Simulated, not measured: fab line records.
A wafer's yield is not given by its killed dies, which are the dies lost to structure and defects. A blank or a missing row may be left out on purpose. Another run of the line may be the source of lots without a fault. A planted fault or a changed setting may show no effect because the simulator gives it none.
Lot-split experiment + flow sky130 + on a route of 708 steps: 5 lots, 23 wafers read

== ABOUT THE SPLIT ==
At SKY_VT_ADJUST_HVTR_EXPOSE_04 (exposes mask HVTRM, target cd 380 nm), the setting doseMj was moved away from the recipe's 150 on 7 of the 23 wafers read, by -3.8% to +6.1%. The other wafers ran this setting at the recipe's value.

== FROM THE SPLIT TO THE READING: what the file shows between them, 2 steps ==
- SKY_VT_ADJUST_HVTR_PEB_05
- SKY_VT_ADJUST_HVTR_DEVELOP_06: develop time 60 s

== THE READING ==
cdNm (nm) at SKY_VT_ADJUST_HVTR_CD_MEAS_07, where the cd target is 380 nm. On this fab line, fault-free wafers typically give 379.5 nm with a standard deviation of 2.5 nm.

| wafer  | tool, chamber at the split | doseMj as run | against the recipe | cdNm, nm | against lot-mates on the recipe |
|--------|----------------------------|---------------|--------------------|----------|---------------------------------|
| L077.1 | ilineStepper-01, 0         | 150           | recipe             | 378.8    | -                               |
| L077.4 | ilineStepper-01, 0         | 150           | recipe             | 380.2    | -                               |
| L077.6 | ilineStepper-01, 0         | 150           | recipe             | 380.5    | -                               |
| L078.1 | ilineStepper-01, 0         | 150           | recipe             | 379.9    | -                               |
| L078.2 | ilineStepper-01, 0         | 150           | recipe             | 378.0    | -                               |
| L078.4 | ilineStepper-01, 0         | 152.9         | +1.9%              | 385.7    | +5.9                            |
| L078.5 | ilineStepper-01, 0         | 152.9         | +1.9%              | 384.9    | +5.1                            |
| L078.6 | ilineStepper-01, 0         | 150           | recipe             | 381.4    | -                               |
| L081.1 | ilineStepper-01, 0         | 159.2         | +6.1%              | 398.6    | +21.8                           |
| L081.2 | ilineStepper-01, 0         | 159.2         | +6.1%              | 395.3    | +18.4                           |
| L081.3 | ilineStepper-01, 0         | 150           | recipe             | 377.2    | -                               |
| L081.4 | ilineStepper-01, 0         | 150           | recipe             | 376.5    | -                               |
| L081.5 | ilineStepper-01, 0         | 159.2         | +6.1%              | 398.4    | +21.5                           |
| L082.2 | ilineStepper-02, 0         | 150           | recipe             | 385.9    | -                               |
| L082.3 | ilineStepper-02, 0         | 150           | recipe             | 384.8    | -                               |
| L082.4 | ilineStepper-02, 0         | 150           | recipe             | 384.9    | -                               |
| L082.5 | ilineStepper-02, 0         | 150           | recipe             | 382.1    | -                               |
| L082.6 | ilineStepper-02, 0         | 150           | recipe             | 384.9    | -                               |
| L083.1 | ilineStepper-01, 0         | 150           | recipe             | 380.0    | -                               |
| L083.3 | ilineStepper-01, 0         | 150           | recipe             | 382.4    | -                               |
| L083.4 | ilineStepper-01, 0         | 144.3         | -3.8%              | 369.6    | -10.9                           |
| L083.5 | ilineStepper-01, 0         | 150           | recipe             | 379.0    | -                               |
| L083.6 | ilineStepper-01, 0         | 144.3         | -3.8%              | 367.0    | -13.5                           |

THE FIT
A straight line over all 23 wafers: cdNm changes by +2.82 nm for each +1% of doseMj; r = +0.94; the points scatter about the line by 2.7 nm.
The same after taking each lot's own level away (the mean of its wafers on the recipe; 23 wafers): +3.3 nm for each +1%; r = +0.99; scatter 1.3 nm.
That fit puts the effect of the largest move of doseMj on the reading at 20 nm.
Measured against the standard deviation above, the lots' own levels, which go from 376.85 to 384.52 nm, span 3.1 times it.
Thus the slope moves with the lot-to-lot level: the two fits are different.
Check: with one of the wafers moved furthest among these (+6.1%) left out of the fit, the line predicts +19.7 nm for it against its lot-mates. It came out at +21.8 nm against them.

== FILE'S OWN FIT ==
cdNm changes by +3.28 nm for each +1% of doseMj, r = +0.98.
